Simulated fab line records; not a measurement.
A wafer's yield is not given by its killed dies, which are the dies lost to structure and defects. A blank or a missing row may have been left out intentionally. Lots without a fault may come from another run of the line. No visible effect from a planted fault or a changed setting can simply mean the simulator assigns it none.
Which tool did it? ; flow sky130 ; Sampling: 24 lots, 72 wafers, 5 of 708 route steps

WHAT THE GAUGES SHOWED, per wafer
SKY_CONTACT_BOW_MEAS_05. Usual: CONTACT_BOW gives 81 um (standard deviation 7.2).
lot;measured;on;CONTACT_BOW (um);flag
L074;day 30 09:13;film metro-02;82 91 74;
L075;day 30 16:26;film metro-01;82 72 90;
L076;day 30 17:02;film metro-03;79 77 78;
L077;day 31 07:46;film metro-01;86 78 70;
L080;day 32 19:59;film metro-01;74 81 90;
L079;day 32 22:29;film metro-02;87 75 79;
L078;day 32 23:50;film metro-01;72 65 70;
L081;day 33 04:59;film metro-01;75 73 85;
L083;day 33 10:10;film metro-01;74 69 75;
L082;day 33 11:19;film metro-01;100 88 83;
L084;day 33 14:29;film metro-01;72 73 72;
L085;day 34 06:13;film metro-03;76 81 85;
L086;day 34 13:08;film metro-03;89 81 78;
L087;day 34 20:47;film metro-03;98 91 89;
L088;day 34 23:40;film metro-01;82 80 76;
L089;day 35 06:49;film metro-01;86 83 94;
L090;day 35 14:37;film metro-03;87 83 84;
L091;day 35 22:56;film metro-02;76 85 84;
L092;day 36 09:02;film metro-03;76 73 85;
L094;day 36 22:22;film metro-03;84 75 88;
L093;day 36 22:26;film metro-01;80 86 78;
L095;day 37 18:03;film metro-01;76 77 83;
L096;day 37 19:11;film metro-01;82 74 84;
L097;day 37 20:10;film metro-03;82 93 84;

SKY_VIA1_RS_MEAS_22: measures by four-point-probe. Usual: VIA1_W_RS gives 0.426 ohm/sq (standard deviation 0.0047).
lot;measured;on;VIA1_W_RS (ohm/sq);flag
L074;day 33 22:31;film metro-04;0.428 0.428 0.432;
L075;day 34 06:35;film metro-04;0.417 0.428 0.417;
L076;day 34 06:56;film metro-03;0.432 0.431 0.429;
L077;day 34 20:59;film metro-04;0.420 0.430 0.419;
L080;day 36 06:02;film metro-01;0.423 0.426 0.430;
L079;day 36 09:56;film metro-03;0.421 0.425 0.414;
L078;day 36 11:26;film metro-01;0.426 0.423 0.432;
L081;day 36 16:23;film metro-01;0.427 0.429 0.429;
L083;day 36 22:36;film metro-04;0.432 0.424 0.431;
L082;day 36 22:56;film metro-03;0.435 0.421 0.426;
L084;day 37 02:19;film metro-03;0.421 0.425 0.418;
L085;day 37 16:29;film metro-03;0.426 0.428 0.428;
L086;day 37 23:59;film metro-03;0.429 0.424 0.428;
L087;day 38 06:29;film metro-04;0.428 0.423 0.432;
L088;day 38 09:37;film metro-04;0.431 0.430 0.429;
L089;day 38 17:39;film metro-04;0.433 0.432 0.422;
L090;day 39 00:44;film metro-01;0.419 0.424 0.427;
L091;day 39 07:23;film metro-01;0.428 0.423 0.425;
L092;day 39 16:46;film metro-04;0.432 0.428 0.419;
L094;day 40 05:50;film metro-03;0.421 0.428 0.419;
L093;day 40 06:49;film metro-01;0.432 0.422 0.435;
L095;day 40 23:51;film metro-01;0.430 0.427 0.421;
L096;day 41 01:29;film metro-03;0.423 0.431 0.428;
L097;day 41 01:46;film metro-01;0.437 0.418 0.424;

SKY_VIA2_CD_MEAS_12: target cd 200 nm. Usual: cd nm reads 200.2 nm (standard deviation 1.5).
lot;measured;on;cd nm (nm);flag
L074;day 36 04:20;cd sem-01;198.5 198.9 201.0;
L075;day 36 12:56;cd sem-02;200.3 200.4 200.4;
L076;day 36 14:11;cd sem-02;201.9 201.9 200.9;
L077;day 37 03:50;cd sem-01;200.9 201.0 201.5;
L080;day 38 11:36;cd sem-01;197.2 198.3 198.9;
L079;day 38 16:07;cd sem-02;201.8 200.7 202.0;
L078;day 38 16:54;cd sem-02;202.0 202.4 201.6;
L081;day 38 22:22;cd sem-01;201.3 201.0 200.4;
L083;day 39 03:01;cd sem-01;198.6 197.7 198.4;
L082;day 39 04:17;cd sem-02;200.1 199.6 200.5;
L084;day 39 07:05;cd sem-02;199.3 200.0 199.4;
L085;day 39 20:34;cd sem-01;200.7 200.6 201.0;
L086;day 40 03:40;cd sem-01;199.2 199.5 199.4;
L087;day 40 10:03;cd sem-01;201.3 201.8 201.7;
L088;day 40 13:11;cd sem-01;201.3 200.9 201.3;
L089;day 40 20:29;cd sem-01;199.8 200.0 199.4;
L090;day 41 03:39;cd sem-02;200.0 200.0 198.8;
L091;day 41 09:55;cd sem-02;203.9 203.3 203.6;
L092;day 41 18:05;cd sem-01;198.4 197.6 199.0;
L094;day 42 07:11;cd sem-01;199.4 199.5 199.2;
L093;day 42 08:08;cd sem-02;198.4 199.1 198.0;
L095;day 43 00:43;cd sem-01;198.8 199.2 200.3;
L096;day 43 01:47;cd sem-01;198.6 198.9 198.3;
L097;day 43 02:24;cd sem-02;200.7 201.7 201.6;

EACH LOT AND THE TOOL THAT RAN IT (in order: tool; ch and the chambers of the sampled wafers; start)
lot;SKY_CONTACT_ETCH_16;SKY_VIA1_SPUTTER_20
L074;rie diel-04 ch 0,1,3, day 31 13:13;pvd sputter-02, day 33 22:22
L075;rie diel-01 ch 0,1,2, day 31 20:36;pvd sputter-02, day 34 06:25
L076;rie diel-04 ch 0,1,3, day 31 21:05;pvd sputter-04, day 34 06:46
L077;rie diel-03 ch 1,2,3, day 32 11:45;pvd sputter-03, day 34 20:49
L080;rie diel-01 ch 2,3, day 33 21:46;pvd sputter-02, day 36 05:53
L079;rie diel-04 ch 1,2, day 34 01:07;pvd sputter-02, day 36 09:39
L078;rie diel-04 ch 2,3, day 34 01:49;pvd sputter-02, day 36 11:16
L081;rie diel-01 ch 0,1,3, day 34 07:04;pvd sputter-02, day 36 16:13
L083;rie diel-01 ch 0,3, day 34 13:00;pvd sputter-02, day 36 22:26
L082;rie diel-04 ch 0,1,2, day 34 13:39;pvd sputter-03, day 36 22:46
L084;rie diel-01 ch 0,2,3, day 34 16:57;pvd sputter-02, day 37 02:10
L085;rie diel-04 ch 0,2, day 35 08:49;pvd sputter-04, day 37 16:20
L086;rie diel-03 ch 0,3, day 35 15:35;pvd sputter-03, day 37 23:47
L087;rie diel-03 ch 0,1, day 35 22:46;pvd sputter-04, day 38 06:20
L088;rie diel-01 ch 0,1,2, day 36 02:41;pvd sputter-04, day 38 09:28
L089;rie diel-04 ch 1,2, day 36 09:55;pvd sputter-04, day 38 17:29
L090;rie diel-03 ch 1,2, day 36 17:19;pvd sputter-02, day 39 00:34
L091;rie diel-04 ch 0,3, day 37 01:16;pvd sputter-04, day 39 07:14
L092;rie diel-04 ch 0,1,3, day 37 10:59;pvd sputter-02, day 39 16:34
L094;rie diel-01 ch 0,3, day 38 00:29;pvd sputter-03, day 40 05:41
L093;rie diel-03 ch 0,1, day 38 00:49;pvd sputter-04, day 40 06:37
L095;rie diel-01 ch 1,2,3, day 38 19:28;pvd sputter-02, day 40 23:40
L096;rie diel-04 ch 0,1, day 38 20:39;pvd sputter-04, day 41 01:20
L097;rie diel-01 ch 1,3, day 38 21:00;pvd sputter-02, day 41 01:34
- SKY_CONTACT_ETCH_16: etches BARC in N2/H2, stops on SiO2, time 45.9 s, target depth 60 nm.
- SKY_VIA1_SPUTTER_20: material TiN, target thk 20 nm, time 80 s.

WHAT THE TOOLS THEMSELVES READ (means of the sampled wafers that have a number; where no wafer has one, the mark that the record gives instead)
SKY_CONTACT_ETCH_16. Usual: drypump motor current A 5.6 A, standard deviation 0.43; oes product au 0.855 a.u., standard deviation 0.0046; throttle valve pct 13.224 %, standard deviation 0.0097.
lot;tool;drypump motor current A (A);oes product au (a.u.);throttle valve pct (%);flag
L074;rie diel-04;5.3;0.854;13.224;
L075;rie diel-01;5.4;0.859;13.223;
L076;rie diel-04;5.3;0.860;13.225;
L077;rie diel-03;6.1;0.853;13.224;
L080;rie diel-01;5.6;0.859;13.229;
L079;rie diel-04;5.5;0.860;13.226;
L078;rie diel-04;5.5;0.858;13.223;
L081;rie diel-01;5.3;0.858;13.227;
L083;rie diel-01;5.6;0.855;13.228;
L082;rie diel-04;5.6;0.854;13.224;
L084;rie diel-01;5.6;0.855;13.224;
L085;rie diel-04;5.7;0.859;13.231;
L086;rie diel-03;6.0;0.858;13.224;
L087;rie diel-03;6.5;0.854;13.222;
L088;rie diel-01;5.4;0.852;13.226;
L089;rie diel-04;5.5;0.851;13.227;
L090;rie diel-03;6.4;0.857;13.218;
L091;rie diel-04;5.3;0.853;13.223;
L092;rie diel-04;5.3;0.854;13.219;
L094;rie diel-01;5.5;0.852;13.232;
L093;rie diel-03;6.5;0.855;13.236;
L095;rie diel-01;5.4;0.855;13.224;
L096;rie diel-04;5.4;0.863;13.226;
L097;rie diel-01;5.3;0.854;13.223;

SKY_VIA1_SPUTTER_20. Usual: throttle valve pct reads 29.8 % (standard deviation 0.74).
lot;tool;throttle valve pct (%);flag
L074;pvd sputter-02;30.4;
L075;pvd sputter-02;29.7;
L076;pvd sputter-04;30.0;
L077;pvd sputter-03;29.3;
L080;pvd sputter-02;29.7;
L079;pvd sputter-02;29.9;
L078;pvd sputter-02;29.8;
L081;pvd sputter-02;29.6;
L083;pvd sputter-02;30.0;
L082;pvd sputter-03;29.6;
L084;pvd sputter-02;30.1;
L085;pvd sputter-04;30.0;
L086;pvd sputter-03;29.3;
L087;pvd sputter-04;30.6;
L088;pvd sputter-04;30.2;
L089;pvd sputter-04;30.2;
L090;pvd sputter-02;29.8;
L091;pvd sputter-04;29.5;
L092;pvd sputter-02;29.7;
L094;pvd sputter-03;29.1;
L093;pvd sputter-04;30.2;
L095;pvd sputter-02;30.2;
L096;pvd sputter-04;30.2;
L097;pvd sputter-02;30.1;

THE ANSWER, worked out from the rows above alone
Rule: take the mean of a lot's wafers that have a number; if it is more than 3 standard deviations from the usual mean, the lot is off. A lot without any number at a reading at which 4 lots or more have one is off too. Any other lot the step has rows for is counted as sound. The gauges are gone through in route order, then the tools' own readings, and for those a lot's mean is taken as printed above. At the first step where some lot is off, the reading lying furthest off is the one used; lots without a number count as furthest.
Nothing can be told from this: no lot is off at any reading shown.

WHAT HAD BEEN PUT IN BY THE SIMULATOR
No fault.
